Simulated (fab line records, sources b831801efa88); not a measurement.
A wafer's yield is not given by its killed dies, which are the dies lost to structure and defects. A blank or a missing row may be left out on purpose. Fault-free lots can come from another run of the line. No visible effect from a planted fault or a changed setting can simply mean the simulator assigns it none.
Which tool is to blame? | flow sky130 | 10 lots, 30 wafers sampled, at 7 steps of a route of 708

WHAT THE GAUGES SHOWED, per wafer
The record holds no reading of a measuring or inspecting step that can be judged against a usual standard deviation.

EACH LOT AND THE TOOL THAT RAN IT (in order: tool; ch and the chambers of the sampled wafers; start)
lot  | SKY_SD_N_STRIP_11                    | SKY_CONTACT_ETCH_16                | SKY_CONTACT_ETCH_17                | SKY_CONTACT_ETCH_18                           | SKY_CONTACT_STRIP_19                 | SKY_METAL1_SPUTTER_03        | SKY_PAD_OPEN_PROBE_99
L846 | plasma-asher-04 ch 0,1, day 29 02:44 | rie-diel-01 ch 0,2,3, day 32 17:50 | rie-diel-01 ch 0,2,3, day 32 17:53 | rie-diel-01 ch 0,2,3, day 32 17:58 or earlier | plasma-asher-04 ch 0,1, day 32 17:58 | pvd-sputter-03, day 32 19:17 | -
L853 | plasma-asher-04 ch 0,1, day 30 19:40 | rie-diel-01 ch 1,2, day 34 09:46   | rie-diel-01 ch 1,2, day 34 09:49   | rie-diel-01 ch 1,2, day 34 09:55 or earlier   | plasma-asher-04 ch 1, day 34 09:55   | -                            | prober-01, day 47 22:02
L854 | plasma-asher-04 ch 0,1, day 31 14:01 | rie-diel-02 ch 0,1,2, day 35 01:08 | rie-diel-02 ch 0,1,2, day 35 01:10 | rie-diel-02 ch 0,1,2, day 35 01:16 or earlier | plasma-asher-04 ch 0,1, day 35 01:16 | -                            | prober-01, day 48 04:09
L858 | plasma-asher-04 ch 0, day 33 00:17   | rie-diel-03 ch 0,2, day 36 12:10   | rie-diel-03 ch 0,2, day 36 12:13   | rie-diel-03 ch 0,2, day 36 12:19 or earlier   | plasma-asher-04 ch 0,1, day 36 12:19 | pvd-sputter-03, day 36 13:37 | prober-02, day 49 08:30
L859 | plasma-asher-04 ch 0,1, day 33 18:14 | rie-diel-02 ch 1,2, day 37 02:01   | rie-diel-02 ch 1,2, day 37 02:04   | rie-diel-02 ch 1,2, day 37 02:10 or earlier   | plasma-asher-01 ch 0,1, day 37 02:10 | pvd-sputter-03, day 37 03:29 | -
L862 | plasma-asher-04 ch 0,1, day 34 03:43 | rie-diel-02 ch 0,1, day 37 14:13   | rie-diel-02 ch 0,1, day 37 14:16   | rie-diel-02 ch 0,1, day 37 14:22 or earlier   | plasma-asher-02 ch 1, day 37 14:22   | pvd-sputter-03, day 37 15:40 | prober-01, day 50 01:40
L863 | plasma-asher-01 ch 0,1, day 34 07:25 | rie-diel-03 ch 1,2,3, day 37 16:55 | rie-diel-03 ch 1,2,3, day 37 16:58 | rie-diel-03 ch 1,2,3, day 37 17:04 or earlier | plasma-asher-04 ch 0,1, day 37 17:04 | pvd-sputter-01, day 37 18:25 | -
L864 | plasma-asher-01 ch 0,1, day 35 11:13 | rie-diel-01 ch 0,1,3, day 38 20:14 | rie-diel-01 ch 0,1,3, day 38 20:16 | rie-diel-01 ch 0,1,3, day 38 20:22 or earlier | plasma-asher-01 ch 1, day 38 20:22   | pvd-sputter-04, day 38 21:43 | -
L866 | plasma-asher-04 ch 0,1, day 35 12:11 | rie-diel-01 ch 0,2,3, day 38 21:32 | rie-diel-01 ch 0,2,3, day 38 21:34 | rie-diel-01 ch 0,2,3, day 38 21:40 or earlier | plasma-asher-04 ch 0,1, day 38 21:40 | pvd-sputter-04, day 38 22:59 | -
L865 | plasma-asher-04 ch 0,1, day 35 20:22 | rie-diel-03 ch 0,1, day 39 05:31   | rie-diel-03 ch 0,1, day 39 05:34   | rie-diel-03 ch 0,1, day 39 05:41 or earlier   | plasma-asher-02 ch 0,1, day 39 05:41 | pvd-sputter-03, day 39 06:58 | -
- SKY_SD_N_STRIP_11: strips in O2/N2.
- SKY_CONTACT_ETCH_16: etches BARC in N2/H2, stops on SiO2, time 45.9 s, target depth 60 nm.
- SKY_CONTACT_ETCH_17: etches SiO2 in C4F8/O2/Ar, stops on Si3N4, target depth 340 nm.
- SKY_CONTACT_ETCH_18: etches Si3N4 in CHF3/O2, stops on TiN, time 39 s, target depth 75 nm.
- SKY_CONTACT_STRIP_19: strips in O2/N2.
- SKY_METAL1_SPUTTER_03: material Ti, target thk 5 nm, time 3.3 s.
- SKY_PAD_OPEN_PROBE_99

WHAT THE TOOLS THEMSELVES READ (means of the sampled wafers that have a number; where no wafer has one, the mark that the record gives instead)
SKY_SD_N_STRIP_11. Usual: drypump-motor-current-A 5.8 A, standard deviation 0.51; oes-product-au 0.528 a.u., standard deviation 0.0043; strip-time-to-endpoint-s 22.650 s, standard deviation 0.029.
lot  | tool            | drypump-motor-current-A (A) | oes-product-au (a.u.) | strip-time-to-endpoint-s (s) | flag
L846 | plasma-asher-04 | 5.8                         | 0.536                 | 22.631                       |
L853 | plasma-asher-04 | 5.5                         | 0.530                 | 22.656                       |
L854 | plasma-asher-04 | 5.8                         | 0.535                 | 22.663                       |
L858 | plasma-asher-04 | 6.2                         | 0.529                 | 22.672                       |
L859 | plasma-asher-04 | 5.5                         | 0.526                 | 22.699                       |
L862 | plasma-asher-04 | 5.4                         | 0.528                 | 22.655                       |
L863 | plasma-asher-01 | 5.8                         | 0.531                 | 22.642                       |
L864 | plasma-asher-01 | 6.1                         | 0.526                 | 22.589                       |
L866 | plasma-asher-04 | 5.5                         | 0.529                 | 22.671                       |
L865 | plasma-asher-04 | 5.8                         | 0.528                 | 22.653                       |

SKY_CONTACT_ETCH_16. Usual: bias-w 100.0 W, standard deviation 0.31; chamber-pressure-mTorr 30.00 mTorr, standard deviation 0.03; drypump-motor-current-A 5.9 A, standard deviation 0.47; oes-product-au 0.854 a.u., standard deviation 0.0044; throttle-valve-pct 13.226 %, standard deviation 0.0092.
lot  | tool        | bias-w (W) | chamber-pressure-mTorr (mTorr) | drypump-motor-current-A (A) | oes-product-au (a.u.) | throttle-valve-pct (%) | flag
L846 | rie-diel-01 | 100.3      | 30.00                          | 6.3                         | 0.857                 | 13.227                 |
L853 | rie-diel-01 | 100.0      | 30.03                          | 6.0                         | 0.854                 | 13.224                 |
L854 | rie-diel-02 | 99.9       | 30.02                          | 6.0                         | 0.855                 | 13.222                 |
L858 | rie-diel-03 | 100.0      | 30.02                          | 5.3                         | 0.852                 | 13.228                 |
L859 | rie-diel-02 | 100.1      | 29.99                          | 6.0                         | 0.852                 | 13.241                 |
L862 | rie-diel-02 | 99.9       | 30.01                          | 5.8                         | 0.850                 | 13.227                 |
L863 | rie-diel-03 | 100.0      | 29.98                          | 5.4                         | 0.859                 | 13.220                 |
L864 | rie-diel-01 | 99.7       | 30.02                          | 6.2                         | 0.855                 | 13.228                 |
L866 | rie-diel-01 | 99.7       | 29.98                          | 6.3                         | 0.856                 | 13.222                 |
L865 | rie-diel-03 | 99.5       | 29.98                          | 5.6                         | 0.850                 | 13.222                 |

SKY_CONTACT_ETCH_17. Usual: bias-w 1201 W, standard deviation 3.9; chamber-pressure-mTorr 40.00 mTorr, standard deviation 0.034; oes-product-au 0.892 a.u., standard deviation 0.0048.
lot  | tool        | bias-w (W) | chamber-pressure-mTorr (mTorr) | oes-product-au (a.u.) | flag
L846 | rie-diel-01 | 1199       | 40.00                          | 0.899                 |
L853 | rie-diel-01 | -          | -                              | -                     | OFF
L854 | rie-diel-02 | -          | -                              | -                     | OFF
L858 | rie-diel-03 | 1200       | 39.98                          | 0.893                 |
L859 | rie-diel-02 | 1204       | 39.98                          | 0.894                 |
L862 | rie-diel-02 | 1203       | 40.00                          | 0.895                 |
L863 | rie-diel-03 | 1198       | 39.96                          | 0.894                 |
L864 | rie-diel-01 | 1201       | 40.02                          | 0.892                 |
L866 | rie-diel-01 | 1203       | 40.02                          | 0.891                 |
L865 | rie-diel-03 | 1199       | 40.03                          | 0.889                 |

SKY_CONTACT_ETCH_18. Usual: O2_flow_sccm 5.002 sccm, standard deviation 0.016; bias-w 200.1 W, standard deviation 0.64; drypump-motor-current-A 5.9 A, standard deviation 0.47; oes-product-au 0.853 a.u., standard deviation 0.0074; throttle-valve-pct 8.792 %, standard deviation 0.0095.
lot  | tool        | O2_flow_sccm (sccm) | bias-w (W) | drypump-motor-current-A (A) | oes-product-au (a.u.) | throttle-valve-pct (%) | flag
L846 | rie-diel-01 | 4.984               | 200.3      | 6.3                         | 0.859                 | 8.801                  |
L853 | rie-diel-01 | 5.021               | 200.2      | 6.0                         | 0.376                 | 8.679                  | OFF
L854 | rie-diel-02 | 5.000               | 199.9      | 6.0                         | 0.372                 | 8.677                  | OFF
L858 | rie-diel-03 | 4.998               | 199.6      | 5.3                         | 0.858                 | 8.785                  |
L859 | rie-diel-02 | 5.012               | 199.2      | 6.0                         | 0.853                 | 8.792                  |
L862 | rie-diel-02 | 5.008               | 199.4      | 5.9                         | 0.853                 | 8.791                  |
L863 | rie-diel-03 | 4.996               | 199.9      | 5.4                         | 0.856                 | 8.793                  |
L864 | rie-diel-01 | 4.995               | 200.3      | 6.2                         | 0.849                 | 8.791                  |
L866 | rie-diel-01 | 5.016               | 200.3      | 6.3                         | 0.852                 | 8.795                  |
L865 | rie-diel-03 | 4.992               | 200.3      | 5.6                         | 0.865                 | 8.794                  |

SKY_CONTACT_STRIP_19. Usual: drypump-motor-current-A 5.8 A, standard deviation 0.52; oes-product-au 0.380 a.u., standard deviation 0.0046; strip-time-to-endpoint-s 3.606 s, standard deviation 0.022.
lot  | tool            | drypump-motor-current-A (A) | oes-product-au (a.u.) | strip-time-to-endpoint-s (s) | flag
L846 | plasma-asher-04 | 5.4                         | 0.375                 | 3.596                        |
L853 | plasma-asher-04 | 5.1                         | 0.405                 | 4.300                        | OFF
L854 | plasma-asher-04 | 5.8                         | 0.408                 | 4.287                        | OFF
L858 | plasma-asher-04 | 5.5                         | 0.380                 | 3.612                        |
L859 | plasma-asher-01 | 5.8                         | 0.382                 | 3.612                        |
L862 | plasma-asher-02 | 6.4                         | 0.375                 | 3.591                        |
L863 | plasma-asher-04 | 5.5                         | 0.378                 | 3.584                        |
L864 | plasma-asher-01 | 6.4                         | 0.382                 | 3.597                        |
L866 | plasma-asher-04 | 5.5                         | 0.378                 | 3.618                        |
L865 | plasma-asher-02 | 5.8                         | 0.384                 | 3.626                        |

SKY_METAL1_SPUTTER_03. Usual: throttle-valve-pct 30.2 %, standard deviation 1.3.
lot  | tool           | throttle-valve-pct (%) | flag
L846 | pvd-sputter-03 | 30.7                   |
L858 | pvd-sputter-03 | 31.9                   |
L859 | pvd-sputter-03 | 30.8                   |
L862 | pvd-sputter-03 | 31.6                   |
L863 | pvd-sputter-01 | 30.5                   |
L864 | pvd-sputter-04 | 30.1                   |
L866 | pvd-sputter-04 | 30.6                   |
L865 | pvd-sputter-03 | 29.8                   |

SKY_PAD_OPEN_PROBE_99. Usual: killed_at_M0_to_M3 43, standard deviation 5.9; killed_at_M4_up 3.3, standard deviation 1.9; killed-at-contacts 24, standard deviation 5.6; killed-at-front-end 15, standard deviation 4.1; killed-at-other 0.4, standard deviation 0.66; killed-dies 86, standard deviation 9; killed-on-rim 17, standard deviation 3.7; killed-open 47, standard deviation 6.9; killed-short 39, standard deviation 6.2.
lot  | tool      | killed_at_M0_to_M3 | killed_at_M4_up | killed-at-contacts | killed-at-front-end | killed-at-other | killed-dies | killed-on-rim | killed-open | killed-short | flag
L853 | prober-01 | 231                | 64.7            | 125                | 12                  | 59.3            | 492         | 96            | 44          | 38           | OFF
L854 | prober-01 | 231                | 67.7            | 116                | 15                  | 62.3            | 492         | 96            | 52          | 35           | OFF
L858 | prober-02 | 41                 | 3.3             | 25                 | 14                  | 0.7             | 84          | 17            | 50          | 33           |
L862 | prober-01 | 44                 | 2.0             | 25                 | 15                  | 0.7             | 87          | 22            | 44          | 43           |

THE ANSWER, worked out from the rows above alone
Rule: lot off if the mean of its wafers having a number is beyond 3 standard deviations from the usual mean. Also off: a lot with no number at a reading for which 4 or more lots have one. The other lots that the step has rows for count as sound. First the gauges in route order, then the tools' own readings, where a lot's mean is used as printed above. The first step at which some lot is off is used, and at that step the reading that is off furthest; a lot without a number counts as furthest.
Off, at SKY_CONTACT_ETCH_17 on bias-w: L853, L854. Without a number there: L853, L854.
If a tool, at that step or one of the process steps before it, ran each lot that is off and ran no sound lot following the first of them, it fits. None of those tried fits.

WHAT THE SIMULATOR PUT IN
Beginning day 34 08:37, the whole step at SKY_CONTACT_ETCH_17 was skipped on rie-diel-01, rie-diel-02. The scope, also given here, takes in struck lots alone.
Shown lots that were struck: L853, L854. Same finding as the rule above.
